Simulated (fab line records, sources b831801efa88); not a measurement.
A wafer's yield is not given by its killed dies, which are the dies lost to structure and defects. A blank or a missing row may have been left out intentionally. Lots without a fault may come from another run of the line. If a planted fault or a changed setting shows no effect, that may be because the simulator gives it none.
Which tool is to blame? :: flow sky130 :: 11 lots, 33 wafers sampled, at 5 steps of a route of 708

== WHAT THE GAUGES SHOWED, per wafer ==
SKY_LDD_N_OVL_MEAS_07.
lot: L551
measured: day 17 14:31
on: overlay-01
LDD_N_OVL (nm): 2.0 -0.1 -0.5

lot: L553
measured: day 18 06:36
on: overlay-01
LDD_N_OVL (nm): -0.5 0.5 0.1

lot: L554
measured: day 18 10:19
on: overlay-01
LDD_N_OVL (nm): -1.5 -1.5 -2.4

lot: L560
measured: day 21 11:25
on: overlay-01
LDD_N_OVL (nm): 1.0 1.3 -0.4

lot: L563
measured: day 22 06:16
on: overlay-01
LDD_N_OVL (nm): 1.8 1.9 1.4

lot: L569
measured: day 24 22:55
on: overlay-02
LDD_N_OVL (nm): 0.9 1.2 0.6

lot: L567
measured: day 25 00:12
on: overlay-01
LDD_N_OVL (nm): 0.0 -1.1 -1.6

lot: L570
measured: day 25 13:57
on: overlay-01
LDD_N_OVL (nm): -0.2 -0.2 -1.0

lot: L571
measured: day 25 23:33
on: overlay-02
LDD_N_OVL (nm): -0.8 -2.0 -1.6

lot: L572
measured: day 26 03:31
on: overlay-01
LDD_N_OVL (nm): -0.3 -1.4 -1.2

lot: L573
measured: day 26 05:31
on: overlay-01
LDD_N_OVL (nm): 1.3 1.8 1.2

SKY_LDD_HVP_TW_MEAS_10.
lot: L551
measured: day 21 09:16
on: film-metro-01
LDD_HVP_TW: 456.2 454.0 455.3

lot: L553
measured: day 22 02:33
on: film-metro-02
LDD_HVP_TW: 456.3 456.9 456.5

lot: L554
measured: day 22 06:30
on: film-metro-01
LDD_HVP_TW: 455.8 456.5 455.4

lot: L560
measured: day 25 07:52
on: film-metro-01
LDD_HVP_TW: 476.4 476.2 476.2

lot: L563
measured: day 26 01:41
on: film-metro-02
LDD_HVP_TW: 478.6 477.0 476.4

lot: L569
measured: day 28 15:40
on: film-metro-02
LDD_HVP_TW: 455.7 455.8 456.7

lot: L567
measured: day 28 17:28
on: film-metro-01
LDD_HVP_TW: 456.3 459.2 459.2

lot: L570
measured: day 29 06:57
on: film-metro-02
LDD_HVP_TW: 457.6 457.5 457.0

lot: L571
measured: day 29 14:29
on: film-metro-04
LDD_HVP_TW: 452.5 452.3 455.4

lot: L572
measured: day 29 19:25
on: film-metro-02
LDD_HVP_TW: 458.1 458.2 458.5

lot: L573
measured: day 29 21:04
on: film-metro-04
LDD_HVP_TW: 455.9 455.8 455.0

== WHAT TOOL EACH LOT RAN ON (gives the tool, then ch and the chambers of the sampled wafers, and finally the start) ==
lot: L551
SKY_POLY_GATE_ETCH_17: rie-si-01 ch 0,1,2, day 16 08:22
SKY_LDD_HVP_IMPLANT_08: implanter-04 ch 0, day 21 09:01
SKY_LDD_HVP_STRIP_09: plasma-asher-02 ch 0,1, day 21 09:09

lot: L553
SKY_POLY_GATE_ETCH_17: rie-si-01 ch 2,3, day 16 23:03
SKY_LDD_HVP_IMPLANT_08: implanter-01 ch 0, day 22 02:18
SKY_LDD_HVP_STRIP_09: plasma-asher-01 ch 0,1, day 22 02:27

lot: L554
SKY_POLY_GATE_ETCH_17: rie-si-01 ch 2,3, day 17 02:00
SKY_LDD_HVP_IMPLANT_08: implanter-02 ch 0, day 22 06:12
SKY_LDD_HVP_STRIP_09: plasma-asher-01 ch 0,1, day 22 06:21

lot: L560
SKY_POLY_GATE_ETCH_17: rie-si-01 ch 2,3, day 20 02:54
SKY_LDD_HVP_IMPLANT_08: implanter-01 ch 0, day 25 07:37
SKY_LDD_HVP_STRIP_09: plasma-asher-04 ch 0,1, day 25 07:46

lot: L563
SKY_POLY_GATE_ETCH_17: rie-si-02 ch 0,2,3, day 20 22:04
SKY_LDD_HVP_IMPLANT_08: implanter-01 ch 0, day 26 01:26
SKY_LDD_HVP_STRIP_09: plasma-asher-01 ch 0,1, day 26 01:35

lot: L569
SKY_POLY_GATE_ETCH_17: rie-si-02 ch 2,3, day 23 14:30
SKY_LDD_HVP_IMPLANT_08: implanter-01 ch 0, day 28 15:26
SKY_LDD_HVP_STRIP_09: plasma-asher-02 ch 0,1, day 28 15:35

lot: L567
SKY_POLY_GATE_ETCH_17: rie-si-02 ch 0,1, day 23 14:51
SKY_LDD_HVP_IMPLANT_08: implanter-01 ch 0, day 28 17:13
SKY_LDD_HVP_STRIP_09: plasma-asher-01 ch 0,1, day 28 17:22

lot: L570
SKY_POLY_GATE_ETCH_17: rie-si-01 ch 0,2,3, day 24 06:30
SKY_LDD_HVP_IMPLANT_08: implanter-02 ch 0, day 29 06:43
SKY_LDD_HVP_STRIP_09: plasma-asher-02 ch 0,1, day 29 06:50

lot: L571
SKY_POLY_GATE_ETCH_17: rie-si-02 ch 0,1, day 24 17:45
SKY_LDD_HVP_IMPLANT_08: implanter-04 ch 0, day 29 14:14
SKY_LDD_HVP_STRIP_09: plasma-asher-01 ch 0,1, day 29 14:23

lot: L572
SKY_POLY_GATE_ETCH_17: rie-si-01 ch 1,3, day 24 21:18
SKY_LDD_HVP_IMPLANT_08: implanter-04 ch 0, day 29 19:11
SKY_LDD_HVP_STRIP_09: plasma-asher-01 ch 0,1, day 29 19:20

lot: L573
SKY_POLY_GATE_ETCH_17: rie-si-02 ch 0,1, day 24 21:43
SKY_LDD_HVP_IMPLANT_08: implanter-01 ch 0, day 29 20:49
SKY_LDD_HVP_STRIP_09: plasma-asher-02 ch 0,1, day 29 20:58
- SKY_POLY_GATE_ETCH_17: etches poly-Si in HBr/Cl2, stops on SiO2, target depth 180 nm, time 70.5 s.
- SKY_LDD_HVP_IMPLANT_08
- SKY_LDD_HVP_STRIP_09: strips in O2/N2.

== AS READ BY THE TOOLS THEMSELVES (means over the sampled wafers that have a number; for cases with no such wafer, the mark the record gives instead) ==
SKY_POLY_GATE_ETCH_17.
lot: L551
tool: rie-si-01
drypump-motor-current-A (A): 5.8
oes-product-au (a.u.): 0.985
throttle-valve-pct (%): 33.683

lot: L553
tool: rie-si-01
drypump-motor-current-A (A): 5.5
oes-product-au (a.u.): 0.986
throttle-valve-pct (%): 33.687

lot: L554
tool: rie-si-01
drypump-motor-current-A (A): 5.7
oes-product-au (a.u.): 0.982
throttle-valve-pct (%): 33.683

lot: L560
tool: rie-si-01
drypump-motor-current-A (A): 5.5
oes-product-au (a.u.): 0.981
throttle-valve-pct (%): 33.691

lot: L563
tool: rie-si-02
drypump-motor-current-A (A): 5.4
oes-product-au (a.u.): 0.970
throttle-valve-pct (%): 33.682

lot: L569
tool: rie-si-02
drypump-motor-current-A (A): 5.2
oes-product-au (a.u.): 0.991
throttle-valve-pct (%): 33.690

lot: L567
tool: rie-si-02
drypump-motor-current-A (A): 5.3
oes-product-au (a.u.): 0.972
throttle-valve-pct (%): 33.682

lot: L570
tool: rie-si-01
drypump-motor-current-A (A): 5.5
oes-product-au (a.u.): 0.985
throttle-valve-pct (%): 33.680

lot: L571
tool: rie-si-02
drypump-motor-current-A (A): 5.5
oes-product-au (a.u.): 0.973
throttle-valve-pct (%): 33.682

lot: L572
tool: rie-si-01
drypump-motor-current-A (A): 5.8
oes-product-au (a.u.): 0.976
throttle-valve-pct (%): 33.681

lot: L573
tool: rie-si-02
drypump-motor-current-A (A): 5.5
oes-product-au (a.u.): 0.978
throttle-valve-pct (%): 33.682

SKY_LDD_HVP_IMPLANT_08.
lot: L551
tool: implanter-04
beam-energy-keV: 19.991
beam-on-s (s): 10.09
dose-ions-cm2: 1.6987e+13

lot: L553
tool: implanter-01
beam-energy-keV: 19.995
beam-on-s (s): 9.93
dose-ions-cm2: 1.7008e+13

lot: L554
tool: implanter-02
beam-energy-keV: 20.007
beam-on-s (s): 10.07
dose-ions-cm2: 1.7011e+13

lot: L560
tool: implanter-01
beam-energy-keV: 24.545
beam-on-s (s): 10.13
dose-ions-cm2: 1.6978e+13

lot: L563
tool: implanter-01
beam-energy-keV: 24.544
beam-on-s (s): 10.06
dose-ions-cm2: 1.7011e+13

lot: L569
tool: implanter-01
beam-energy-keV: 20.007
beam-on-s (s): 10.16
dose-ions-cm2: 1.6994e+13

lot: L567
tool: implanter-01
beam-energy-keV: 20.004
beam-on-s (s): 9.82
dose-ions-cm2: 1.7005e+13

lot: L570
tool: implanter-02
beam-energy-keV: 19.994
beam-on-s (s): 10.05
dose-ions-cm2: 1.6994e+13

lot: L571
tool: implanter-04
beam-energy-keV: 19.999
beam-on-s (s): 10.07
dose-ions-cm2: 1.7019e+13

lot: L572
tool: implanter-04
beam-energy-keV: 20.003
beam-on-s (s): 9.91
dose-ions-cm2: 1.7001e+13

lot: L573
tool: implanter-01
beam-energy-keV: 19.997
beam-on-s (s): 10.00
dose-ions-cm2: 1.6982e+13

SKY_LDD_HVP_STRIP_09.
lot: L551
tool: plasma-asher-02
drypump-motor-current-A (A): 5.3
n2-flow-sccm (sccm): 299.3
oes-product-au (a.u.): 0.410
strip-time-to-endpoint-s (s): 4.128

lot: L553
tool: plasma-asher-01
drypump-motor-current-A (A): 5.8
n2-flow-sccm (sccm): 299.8
oes-product-au (a.u.): 0.405
strip-time-to-endpoint-s (s): 4.119

lot: L554
tool: plasma-asher-01
drypump-motor-current-A (A): 5.8
n2-flow-sccm (sccm): 299.9
oes-product-au (a.u.): 0.407
strip-time-to-endpoint-s (s): 4.129

lot: L560
tool: plasma-asher-04
drypump-motor-current-A (A): 5.8
n2-flow-sccm (sccm): 299.5
oes-product-au (a.u.): 0.409
strip-time-to-endpoint-s (s): 4.129

lot: L563
tool: plasma-asher-01
drypump-motor-current-A (A): 5.8
n2-flow-sccm (sccm): 299.6
oes-product-au (a.u.): 0.409
strip-time-to-endpoint-s (s): 4.138

lot: L569
tool: plasma-asher-02
drypump-motor-current-A (A): 5.3
n2-flow-sccm (sccm): 299.4
oes-product-au (a.u.): 0.410
strip-time-to-endpoint-s (s): 4.129

lot: L567
tool: plasma-asher-01
drypump-motor-current-A (A): 5.8
n2-flow-sccm (sccm): 299.4
oes-product-au (a.u.): 0.413
strip-time-to-endpoint-s (s): 4.136

lot: L570
tool: plasma-asher-02
drypump-motor-current-A (A): 5.7
n2-flow-sccm (sccm): 300.8
oes-product-au (a.u.): 0.414
strip-time-to-endpoint-s (s): 4.122

lot: L571
tool: plasma-asher-01
drypump-motor-current-A (A): 5.6
n2-flow-sccm (sccm): 300.0
oes-product-au (a.u.): 0.404
strip-time-to-endpoint-s (s): 4.141

lot: L572
tool: plasma-asher-01
drypump-motor-current-A (A): 5.6
n2-flow-sccm (sccm): 300.3
oes-product-au (a.u.): 0.407
strip-time-to-endpoint-s (s): 4.155

lot: L573
tool: plasma-asher-02
drypump-motor-current-A (A): 5.3
n2-flow-sccm (sccm): 300.5
oes-product-au (a.u.): 0.409
strip-time-to-endpoint-s (s): 4.108

== THE ANSWER, worked out from the rows above alone ==
Rule: the lots themselves supply what counts as usual. Put in order of their means at a reading, lots are off if they are a third of the lots or fewer, leave a main group of 4 or more, and stand apart from it by a gap of 3 or more times the standard deviation of the main group's means; of several such gaps the widest counts. A main group is skipped when, at the precision printed for the reading in the tables above, its means are all equal. A lot without any number at a reading at which 4 lots or more have one is off too. All remaining lots with rows at the step are treated as sound. First the gauges in route order, then the tools' own readings, where a lot's mean is used as printed above. At the first step where some lot is off, the reading lying furthest off is the one used; lots without a number count as furthest.
Off: L560, L563, at SKY_LDD_HVP_TW_MEAS_10 (LDD_HVP_TW). Mean 456.3 and standard deviation 1.5 in the main group.
A tool fits if, at a process step before that reading, it ran every lot that is off, and no sound lot after the first of them. Not tried: the gauges at SKY_LDD_HVP_TW_MEAS_10; whatever is off there is also off at SKY_LDD_HVP_IMPLANT_08, on other tools, and gauge error can't account for it. Of those tried, none fits.

== WHAT HAD BEEN PUT IN BY THE SIMULATOR ==
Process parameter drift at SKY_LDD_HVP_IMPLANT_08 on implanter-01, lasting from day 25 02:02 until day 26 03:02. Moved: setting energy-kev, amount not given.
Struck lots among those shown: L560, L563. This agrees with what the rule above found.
